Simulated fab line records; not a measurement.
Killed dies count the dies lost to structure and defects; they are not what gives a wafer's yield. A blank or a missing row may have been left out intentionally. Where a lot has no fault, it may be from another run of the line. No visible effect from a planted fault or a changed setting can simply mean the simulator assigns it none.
Which of the tools did it?    flow gf180mcu    13 lots with 39 wafers sampled at 2 steps, on a route of 602 steps

## WHAT THE GAUGES SHOWED, per wafer
GF_HV_LDD_RS_MEAS_53: measures by four-point-probe.
lot   measured      on             HV_LDD_RS (ohm/sq)
L285  day 12 10:37  film_metro-03  418.2 418.7 418.2
L286  day 13 02:36  film_metro-04  418.6 418.8 417.8
L287  day 13 03:10  film_metro-03  417.8 417.7 417.8
L289  day 13 18:16  film_metro-01  417.9 417.3 418.1
L288  day 13 18:42  film_metro-04  417.3 417.0 417.4
L292  day 15 00:27  film_metro-04  417.7 417.3 417.3
L293  day 15 12:17  film_metro-03  418.0 417.9 418.2
L295  day 15 22:06  film_metro-03  418.3 419.5 419.0
L296  day 16 06:34  film_metro-04  419.2 418.9 419.3
L300  day 17 06:18  film_metro-03  409.6 410.0 409.8
L303  day 18 07:42  film_metro-04  410.9 410.1 410.8
L305  day 18 22:15  film_metro-04  418.2 418.1 418.2
L308  day 20 03:22  film_metro-03  417.2 418.8 418.3

## EACH LOT AND THE TOOL THAT RAN IT (in order: tool; ch and the chambers of the sampled wafers; start)
lot   GF_HV_LDD_IMPLANT_09
L285  implanter-04 ch 0, day 10 03:33
L286  implanter-02 ch 0, day 10 17:08
L287  implanter-02 ch 0, day 10 17:15
L289  implanter-04 ch 0, day 11 08:04
L288  implanter-02 ch 0, day 11 08:20
L292  implanter-02 ch 0, day 12 09:53
L293  implanter-04 ch 0, day 12 21:00
L295  implanter-02 ch 0, day 13 04:59
L296  implanter-04 ch 0, day 13 13:56
L300  implanter-04 ch 0, day 14 11:19
L303  implanter-04 ch 0, day 15 10:38
L305  implanter-02 ch 0, day 15 23:47
L308  implanter-03 ch 0, day 17 02:31
- GF_HV_LDD_IMPLANT_09

## AS READ BY THE TOOLS THEMSELVES (means over the sampled wafers that have a number; for cases with no such wafer, the mark the record gives instead)
GF_HV_LDD_IMPLANT_09.
lot   tool          dose_ions_cm2
L285  implanter-04  9.996e+13
L286  implanter-02  9.991e+13
L287  implanter-02  1.000e+14
L289  implanter-04  1.001e+14
L288  implanter-02  9.993e+13
L292  implanter-02  9.999e+13
L293  implanter-04  1.001e+14
L295  implanter-02  9.984e+13
L296  implanter-04  9.985e+13
L300  implanter-04  1.038e+14
L303  implanter-04  1.040e+14
L305  implanter-02  9.986e+13
L308  implanter-03  9.996e+13

## THE ANSWER, worked out from the rows above alone
Rule: the lots themselves supply what counts as usual. Put in order of their means at a reading, lots are off if they are a third of the lots or fewer, leave a main group of 4 or more, and stand apart from it by a gap of 3 or more times the standard deviation of the main group's means; of several such gaps the widest counts. The tables above print the reading to a certain number of digits; a main group whose means all agree to those digits is not used. Also off: a lot with no number at a reading for which 4 or more lots have one. Any other lot the step has rows for is counted as sound. Order of review: gauges by route order, followed by the tools' own readings, for which a lot's mean as printed above is used. At the first step where some lot is off, the reading lying furthest off is the one used; lots without a number count as furthest.
Off: L300, L303, seen at GF_HV_LDD_RS_MEAS_53 (HV_LDD_RS). For the main group the mean is 418.1 ohm/sq and the standard deviation 0.55.
A tool fits if, at a process step before that reading, it ran every lot that is off, and no sound lot after the first of them. Not tried: the gauges at GF_HV_LDD_RS_MEAS_53; whatever is off there is also off at GF_HV_LDD_IMPLANT_09, on other tools, and gauge error can't account for it. One candidate fits, namely implanter-04 at GF_HV_LDD_IMPLANT_09. A fault onset in the window from L296 (day 13 13:56, its last sound lot) to L300 (day 14 11:19, its first lot off) fits.
The tool's own readings at GF_HV_LDD_IMPLANT_09 bear it out: on the lots that are off they differ by more than 5 times the standard deviation of the sound lots' means. dose_ions_cm2 reads 1.039e+14 there against 9.995e+13 on the sound lots.

## WHAT THE SIMULATOR HAD INSERTED
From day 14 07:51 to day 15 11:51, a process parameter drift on implanter-04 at GF_HV_LDD_IMPLANT_09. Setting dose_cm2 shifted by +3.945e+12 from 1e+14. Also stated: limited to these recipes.
Struck lots among those shown: L300, L303. The rule above reached the same finding.
